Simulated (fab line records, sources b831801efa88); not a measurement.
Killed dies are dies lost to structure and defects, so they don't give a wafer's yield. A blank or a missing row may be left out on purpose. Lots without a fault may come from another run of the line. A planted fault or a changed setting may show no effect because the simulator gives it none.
Which tool did it? | flow gf180mcu | 14 lots, 42 wafers sampled, at 5 steps of a route of 602

WHAT THE GAUGES READ, wafer by wafer
GF_V4_BOW_MEAS_05. Usual: V4_BOW 135 um, standard deviation 9.
lot  | measured     | on            | V4_BOW (um) | flag
L316 | day 24 17:45 | film_metro-01 | 126 130 136 |
L317 | day 24 22:07 | film_metro-02 | 135 123 130 |
L318 | day 24 22:16 | film_metro-03 | 127 140 118 |
L319 | day 25 00:53 | film_metro-01 | 122 128 142 |
L323 | day 26 07:23 | film_metro-01 | 120 124 123 |
L324 | day 26 14:27 | film_metro-01 | 126 126 137 |
L322 | day 26 14:48 | film_metro-03 | 128 132 132 |
L325 | day 26 20:56 | film_metro-03 | 126 133 128 |
L328 | day 27 19:58 | film_metro-02 | 143 129 148 |
L329 | day 27 20:30 | film_metro-01 | 129 139 133 |
L330 | day 28 09:38 | film_metro-03 | 138 143 137 |
L336 | day 29 20:23 | film_metro-03 | 138 137 134 |

GF_V4_CD_MEAS_14: target cd 260 nm. Usual: cd_nm 260.4 nm, standard deviation 1.1.
lot  | measured     | on        | cd_nm (nm)        | flag
L316 | day 25 15:03 | cd_sem-02 | 260.0 260.1 260.4 |
L317 | day 25 19:52 | cd_sem-02 | 260.8 262.0 260.7 |
L318 | day 25 20:11 | cd_sem-01 | 260.4 260.4 259.7 |
L319 | day 25 22:23 | cd_sem-02 | 260.1 260.0 259.6 |
L323 | day 27 03:32 | cd_sem-02 | 261.3 260.5 259.4 |
L324 | day 27 10:44 | cd_sem-02 | 263.4 263.2 262.4 |
L322 | day 27 11:05 | cd_sem-02 | 260.5 260.4 261.6 |
L325 | day 27 17:50 | cd_sem-01 | 259.1 259.0 259.5 |
L328 | day 28 16:09 | cd_sem-02 | 258.8 258.9 259.4 |
L329 | day 28 16:44 | cd_sem-02 | 260.7 262.0 261.7 |
L330 | day 29 04:58 | cd_sem-01 | 261.8 261.8 262.4 |
L336 | day 30 15:33 | cd_sem-02 | 261.1 260.9 260.6 |

WHICH TOOL RAN EACH LOT (tool, then ch and the chambers of the sampled wafers, then the start)
lot  | GF_M3_METAL_ETCH_16               | GF_M3_STRIP_17                       | GF_V4_CVD_02
L316 | rie_metal-01 ch 0,1, day 22 15:44 | plasma_asher-03 ch 0,1, day 22 15:51 | pecvd-01 ch 0,1,2, day 24 17:18
L317 | rie_metal-03 ch 0,1, day 22 22:11 | plasma_asher-02 ch 0,1, day 22 22:17 | pecvd-02 ch 0,1, day 24 21:39
L318 | rie_metal-04 ch 1, day 22 22:29   | plasma_asher-03 ch 0, day 22 22:37   | pecvd-03 ch 0,1, day 24 21:50
L319 | rie_metal-03 ch 0, day 23 01:32   | plasma_asher-02 ch 0,1, day 23 01:46 | pecvd-02 ch 0,1,2, day 25 00:28
L323 | rie_metal-03 ch 0,1, day 24 07:47 | plasma_asher-03 ch 0,1, day 24 07:55 | pecvd-01 ch 0,2, day 26 06:57
L324 | rie_metal-01 ch 0,1, day 24 15:56 | plasma_asher-01 ch 0,1, day 24 16:04 | pecvd-03 ch 1,2, day 26 14:01
L322 | rie_metal-04 ch 0,1, day 24 16:50 | plasma_asher-01 ch 0,1, day 24 16:57 | pecvd-01 ch 0,1,2, day 26 14:22
L325 | rie_metal-03 ch 0,1, day 24 23:08 | plasma_asher-03 ch 1, day 24 23:16   | pecvd-01 ch 1,2, day 26 20:31
L326 | rie_metal-03 ch 1, day 25 04:38   | plasma_asher-03 ch 0,1, day 25 04:45 | -
L327 | rie_metal-04 ch 0,1, day 25 21:06 | plasma_asher-01 ch 0,1, day 25 21:13 | -
L328 | rie_metal-03 ch 0,1, day 25 22:40 | plasma_asher-03 ch 0,1, day 25 22:46 | pecvd-03 ch 0,1,2, day 27 19:31
L329 | rie_metal-01 ch 0,1, day 25 23:00 | plasma_asher-01 ch 0,1, day 25 23:07 | pecvd-02 ch 1,2, day 27 20:04
L330 | rie_metal-01 ch 0,1, day 26 12:55 | plasma_asher-01 ch 0,1, day 26 13:02 | pecvd-03 ch 0,2, day 28 09:10
L336 | rie_metal-03 ch 0,1, day 28 02:45 | plasma_asher-02 ch 0,1, day 28 02:52 | pecvd-03 ch 1,2, day 29 19:56
- GF_M3_METAL_ETCH_16: etches the open film in Cl2/BCl3, stops on SiO2, target depth 627.5 nm, time 104.6 s.
- GF_M3_STRIP_17: strips in O2/N2.
- GF_V4_CVD_02: deposits SiO2 from TEOS, target thk 850 nm, time 94.851 s.

WHAT THE TOOLS THEMSELVES READ (means of the sampled wafers that have a number; where no wafer has one, the mark that the record gives instead)
GF_M3_METAL_ETCH_16. Usual: bcl3_flow_sccm 39.98 sccm, standard deviation 0.13; bias_w 140.0 W, standard deviation 0.36; drypump_motor_current_A 5.8 A, standard deviation 0.5; mfc_cl2_sccm 79.98 sccm, standard deviation 0.21; oes_product_au 0.971 a.u., standard deviation 0.0056; throttle_valve_pct 28.251 %, standard deviation 0.01.
lot  | tool         | bcl3_flow_sccm (sccm) | bias_w (W) | drypump_motor_current_A (A) | mfc_cl2_sccm (sccm) | oes_product_au (a.u.) | throttle_valve_pct (%) | flag
L316 | rie_metal-01 | 39.93                 | 140.0      | 6.3                         | 79.88               | 0.969                 | 28.246                 |
L317 | rie_metal-03 | 40.02                 | 140.0      | 5.3                         | 80.05               | 0.969                 | 28.249                 |
L318 | rie_metal-04 | 39.99                 | 139.6      | 5.5                         | 80.05               | 0.972                 | 28.259                 |
L319 | rie_metal-03 | 39.93                 | 140.6      | 5.6                         | 80.26               | 0.974                 | 28.255                 |
L323 | rie_metal-03 | 39.94                 | 140.3      | 5.5                         | 80.03               | 0.969                 | 28.260                 |
L324 | rie_metal-01 | 39.95                 | 140.2      | 6.1                         | 79.78               | 0.970                 | 28.249                 |
L322 | rie_metal-04 | 39.95                 | 139.9      | 5.8                         | 79.89               | 0.971                 | 28.252                 |
L325 | rie_metal-03 | 39.95                 | 140.3      | 5.4                         | 80.09               | 0.971                 | 28.254                 |
L326 | rie_metal-03 | -                     | -          | -                           | -                   | -                     | -                      | OFF
L327 | rie_metal-04 | -                     | -          | -                           | -                   | -                     | -                      | OFF
L328 | rie_metal-03 | 40.01                 | 139.7      | 5.3                         | 80.12               | 0.969                 | 28.249                 |
L329 | rie_metal-01 | 39.86                 | 140.0      | 6.4                         | 79.98               | 0.965                 | 28.244                 |
L330 | rie_metal-01 | 40.06                 | 140.3      | 6.1                         | 80.10               | 0.975                 | 28.245                 |
L336 | rie_metal-03 | 39.99                 | 139.7      | 5.3                         | 79.78               | 0.966                 | 28.251                 |

GF_M3_STRIP_17. Usual: drypump_motor_current_A 5.8 A, standard deviation 0.42; heater_power_w 304 W, standard deviation 9.5; oes_product_au 0.565 a.u., standard deviation 0.0048; platen_temp_c 250.01 C, standard deviation 0.18; strip_time_to_endpoint_s 8.05 s, standard deviation 0.045.
lot  | tool            | drypump_motor_current_A (A) | heater_power_w (W) | oes_product_au (a.u.) | platen_temp_c (C) | strip_time_to_endpoint_s (s) | flag
L316 | plasma_asher-03 | 6.4                         | 294                | 0.564                 | 249.96            | 8.06                         |
L317 | plasma_asher-02 | 5.4                         | 314                | 0.565                 | 250.08            | 8.06                         |
L318 | plasma_asher-03 | 6.5                         | 300                | 0.565                 | 250.31            | 8.05                         |
L319 | plasma_asher-02 | 5.5                         | 308                | 0.565                 | 250.09            | 8.01                         |
L323 | plasma_asher-03 | 6.3                         | 296                | 0.566                 | 250.17            | 8.03                         |
L324 | plasma_asher-01 | 5.6                         | 307                | 0.565                 | 250.08            | 8.06                         |
L322 | plasma_asher-01 | 5.5                         | 310                | 0.565                 | 250.03            | 8.04                         |
L325 | plasma_asher-03 | 6.2                         | 294                | 0.562                 | 250.10            | 8.00                         |
L326 | plasma_asher-03 | 6.3                         | 295                | 0.669                 | 249.80            | 10.40                        | OFF
L327 | plasma_asher-01 | 5.6                         | 306                | 0.664                 | 249.88            | 10.38                        | OFF
L328 | plasma_asher-03 | 6.3                         | 301                | 0.564                 | 250.05            | 7.99                         |
L329 | plasma_asher-01 | 5.5                         | 311                | 0.561                 | 250.03            | 8.08                         |
L330 | plasma_asher-01 | 5.5                         | 312                | 0.563                 | 249.90            | 8.05                         |
L336 | plasma_asher-02 | 5.5                         | 307                | 0.565                 | 249.97            | 8.05                         |

GF_V4_CVD_02. Usual: heater_power_outer_w 374 W, standard deviation 57; heater_power_w 649 W, standard deviation 77.
lot  | tool     | heater_power_outer_w (W) | heater_power_w (W) | flag
L316 | pecvd-01 | 427                      | 710                |
L317 | pecvd-02 | 320                      | 595                |
L318 | pecvd-03 | 396                      | 653                |
L319 | pecvd-02 | 359                      | 641                |
L323 | pecvd-01 | 405                      | 699                |
L324 | pecvd-03 | 402                      | 663                |
L322 | pecvd-01 | 425                      | 719                |
L325 | pecvd-01 | 456                      | 787                |
L328 | pecvd-03 | 395                      | 651                |
L329 | pecvd-02 | 368                      | 666                |
L330 | pecvd-03 | 337                      | 597                |
L336 | pecvd-03 | 383                      | 656                |

THE ANSWER, worked out from the rows above alone
Rule: a lot is off if the mean of its wafers that have a number lies more than 3 standard deviations from the usual mean. A lot without any number at a reading at which 4 lots or more have one is off too. The other lots that the step has rows for count as sound. The gauges are gone through in route order, then the tools' own readings, and for those a lot's mean is taken as printed above. The first step at which some lot is off is used, and at that step the reading that is off furthest; a lot without a number counts as furthest.
Off: L326, L327, at GF_M3_METAL_ETCH_16 (bcl3_flow_sccm). Without a number there: L326, L327.
A tool fits if, at that step or a process step before it, it ran every lot that is off, and no sound lot after the first of them. None of those tried fits.

WHAT THE SIMULATOR HAD PUT IN
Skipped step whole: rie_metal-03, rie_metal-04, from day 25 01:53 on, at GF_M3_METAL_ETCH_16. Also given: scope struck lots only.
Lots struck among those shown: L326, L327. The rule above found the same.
